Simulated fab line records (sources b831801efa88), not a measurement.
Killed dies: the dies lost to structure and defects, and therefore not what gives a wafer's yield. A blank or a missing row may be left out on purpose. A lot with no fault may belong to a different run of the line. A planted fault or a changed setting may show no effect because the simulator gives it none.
Which tool is to blame? / flow gf180mcu / Sampling: 12 lots, 36 wafers, 3 of 602 route steps

## WHAT THE GAUGES READ, wafer by wafer
GF_V4_THK_MEAS_25: measures by xrf.
lot=L572; measured=day 24 12:35; on=film-metro-04; V4_W_THK (nm)=357 354 357
lot=L573; measured=day 25 01:43; on=film-metro-01; V4_W_THK (nm)=348 345 348
lot=L574; measured=day 25 03:47; on=film-metro-01; V4_W_THK (nm)=356 352 352
lot=L576; measured=day 25 18:59; on=film-metro-03; V4_W_THK (nm)=357 354 358
lot=L583; measured=day 28 04:14; on=film-metro-01; V4_W_THK (nm)=346 344 345
lot=L584; measured=day 28 12:02; on=film-metro-04; V4_W_THK (nm)=357 351 356
lot=L585; measured=day 28 16:58; on=film-metro-04; V4_W_THK (nm)=363 349 354
lot=L590; measured=day 30 05:10; on=film-metro-04; V4_W_THK (nm)=359 362 357
lot=L592; measured=day 30 12:39; on=film-metro-03; V4_W_THK (nm)=353 345 350
lot=L593; measured=day 30 22:26; on=film-metro-04; V4_W_THK (nm)=356 357 361
lot=L594; measured=day 31 04:15; on=film-metro-04; V4_W_THK (nm)=357 361 356
lot=L595; measured=day 31 10:44; on=film-metro-03; V4_W_THK (nm)=347 353 345

## EACH LOT AND THE TOOL THAT RAN IT (in order: tool; ch and the chambers of the sampled wafers; start)
lot=L572; GF_V4_ETCH_16=rie-diel-02 ch 0,2,3, day 24 11:32; GF_V4_STRIP_18=plasma-asher-04 ch 0,1, day 24 11:40
lot=L573; GF_V4_ETCH_16=rie-diel-02 ch 0,2, day 25 00:41; GF_V4_STRIP_18=plasma-asher-02 ch 0,1, day 25 00:49
lot=L574; GF_V4_ETCH_16=rie-diel-01 ch 0,2, day 25 02:44; GF_V4_STRIP_18=plasma-asher-02 ch 0, day 25 02:52
lot=L576; GF_V4_ETCH_16=rie-diel-01 ch 2,3, day 25 17:56; GF_V4_STRIP_18=plasma-asher-02 ch 0,1, day 25 18:05
lot=L583; GF_V4_ETCH_16=rie-diel-03 ch 1,2,3, day 28 03:14; GF_V4_STRIP_18=plasma-asher-04 ch 0,1, day 28 03:21
lot=L584; GF_V4_ETCH_16=rie-diel-02 ch 0,1,3, day 28 11:02; GF_V4_STRIP_18=plasma-asher-01 ch 0, day 28 11:09
lot=L585; GF_V4_ETCH_16=rie-diel-02 ch 1,2,3, day 28 15:59; GF_V4_STRIP_18=plasma-asher-04 ch 0,1, day 28 16:06
lot=L590; GF_V4_ETCH_16=rie-diel-02 ch 0,2, day 30 04:08; GF_V4_STRIP_18=plasma-asher-02 ch 0,1, day 30 04:16
lot=L592; GF_V4_ETCH_16=rie-diel-01 ch 0,1,2, day 30 11:38; GF_V4_STRIP_18=plasma-asher-01 ch 0,1, day 30 11:45
lot=L593; GF_V4_ETCH_16=rie-diel-03 ch 0,2, day 30 21:26; GF_V4_STRIP_18=plasma-asher-02 ch 1, day 30 21:34
lot=L594; GF_V4_ETCH_16=rie-diel-03 ch 0,1,2, day 31 02:55; GF_V4_STRIP_18=plasma-asher-01 ch 0,1, day 31 03:02
lot=L595; GF_V4_ETCH_16=rie-diel-03 ch 0,1,2, day 31 09:41; GF_V4_STRIP_18=plasma-asher-01 ch 0,1, day 31 09:50
- GF_V4_ETCH_16: etches BARC in N2/H2.
- GF_V4_STRIP_18: strips in O2/N2.

## AS READ BY THE TOOLS THEMSELVES (means over the sampled wafers that have a number; for cases with no such wafer, the mark the record gives instead)
GF_V4_ETCH_16.
lot=L572; tool=rie-diel-02; drypump-motor-current-A (A)=5.7; oes-product-au (a.u.)=0.851; rf-fwd-power-W (W)=494.7; throttle-valve-pct (%)=13.216
lot=L573; tool=rie-diel-02; drypump-motor-current-A (A)=5.5; oes-product-au (a.u.)=0.857; rf-fwd-power-W (W)=497.3; throttle-valve-pct (%)=13.227
lot=L574; tool=rie-diel-01; drypump-motor-current-A (A)=5.8; oes-product-au (a.u.)=0.853; rf-fwd-power-W (W)=496.9; throttle-valve-pct (%)=13.223
lot=L576; tool=rie-diel-01; drypump-motor-current-A (A)=5.8; oes-product-au (a.u.)=0.854; rf-fwd-power-W (W)=494.9; throttle-valve-pct (%)=13.217
lot=L583; tool=rie-diel-03; drypump-motor-current-A (A)=5.6; oes-product-au (a.u.)=0.856; rf-fwd-power-W (W)=495.9; throttle-valve-pct (%)=13.215
lot=L584; tool=rie-diel-02; drypump-motor-current-A (A)=6.0; oes-product-au (a.u.)=0.851; rf-fwd-power-W (W)=497.1; throttle-valve-pct (%)=13.224
lot=L585; tool=rie-diel-02; drypump-motor-current-A (A)=5.5; oes-product-au (a.u.)=0.855; rf-fwd-power-W (W)=495.2; throttle-valve-pct (%)=13.224
lot=L590; tool=rie-diel-02; drypump-motor-current-A (A)=6.0; oes-product-au (a.u.)=0.855; rf-fwd-power-W (W)=497.2; throttle-valve-pct (%)=13.218
lot=L592; tool=rie-diel-01; drypump-motor-current-A (A)=5.8; oes-product-au (a.u.)=0.856; rf-fwd-power-W (W)=495.9; throttle-valve-pct (%)=13.214
lot=L593; tool=rie-diel-03; drypump-motor-current-A (A)=5.9; oes-product-au (a.u.)=0.860; rf-fwd-power-W (W)=495.6; throttle-valve-pct (%)=13.223
lot=L594; tool=rie-diel-03; drypump-motor-current-A (A)=5.7; oes-product-au (a.u.)=0.857; rf-fwd-power-W (W)=495.8; throttle-valve-pct (%)=13.223
lot=L595; tool=rie-diel-03; drypump-motor-current-A (A)=5.7; oes-product-au (a.u.)=0.854; rf-fwd-power-W (W)=493.8; throttle-valve-pct (%)=13.222

GF_V4_STRIP_18.
lot=L572; tool=plasma-asher-04; drypump-motor-current-A (A)=4.8; heater-power-w (W)=297; oes-product-au (a.u.)=0.592
lot=L573; tool=plasma-asher-02; drypump-motor-current-A (A)=6.0; heater-power-w (W)=276; oes-product-au (a.u.)=0.590
lot=L574; tool=plasma-asher-02; drypump-motor-current-A (A)=4.8; heater-power-w (W)=304; oes-product-au (a.u.)=0.590
lot=L576; tool=plasma-asher-02; drypump-motor-current-A (A)=6.0; heater-power-w (W)=279; oes-product-au (a.u.)=0.596
lot=L583; tool=plasma-asher-04; drypump-motor-current-A (A)=4.8; heater-power-w (W)=297; oes-product-au (a.u.)=0.591
lot=L584; tool=plasma-asher-01; drypump-motor-current-A (A)=6.3; heater-power-w (W)=317; oes-product-au (a.u.)=0.591
lot=L585; tool=plasma-asher-04; drypump-motor-current-A (A)=5.0; heater-power-w (W)=277; oes-product-au (a.u.)=0.586
lot=L590; tool=plasma-asher-02; drypump-motor-current-A (A)=5.9; heater-power-w (W)=283; oes-product-au (a.u.)=0.589
lot=L592; tool=plasma-asher-01; drypump-motor-current-A (A)=5.9; heater-power-w (W)=313; oes-product-au (a.u.)=0.587
lot=L593; tool=plasma-asher-02; drypump-motor-current-A (A)=6.6; heater-power-w (W)=265; oes-product-au (a.u.)=0.593
lot=L594; tool=plasma-asher-01; drypump-motor-current-A (A)=5.4; heater-power-w (W)=301; oes-product-au (a.u.)=0.594
lot=L595; tool=plasma-asher-01; drypump-motor-current-A (A)=5.4; heater-power-w (W)=301; oes-product-au (a.u.)=0.587

## THE ANSWER, worked out from the rows above alone
Rule: usual is defined by the lots themselves. The widest of any qualifying gaps counts: lots, ordered by their means at a reading, are off when they make up no more than a third of the lots, leave a main group of 4 or more, and stand apart from it by 3 or more times the standard deviation of that group's means. Not used: any main group whose means are identical at the precision the tables above print for the reading. A lot without any number at a reading at which 4 lots or more have one is off too. Any other lot the step has rows for is counted as sound. Order of review: gauges by route order, followed by the tools' own readings, for which a lot's mean as printed above is used. The first step at which some lot is off is used, and at that step the reading that is off furthest; a lot without a number counts as furthest.
Nothing can be told from this: no lot is off at any reading shown.

## WHAT THE SIMULATOR HAD PUT IN
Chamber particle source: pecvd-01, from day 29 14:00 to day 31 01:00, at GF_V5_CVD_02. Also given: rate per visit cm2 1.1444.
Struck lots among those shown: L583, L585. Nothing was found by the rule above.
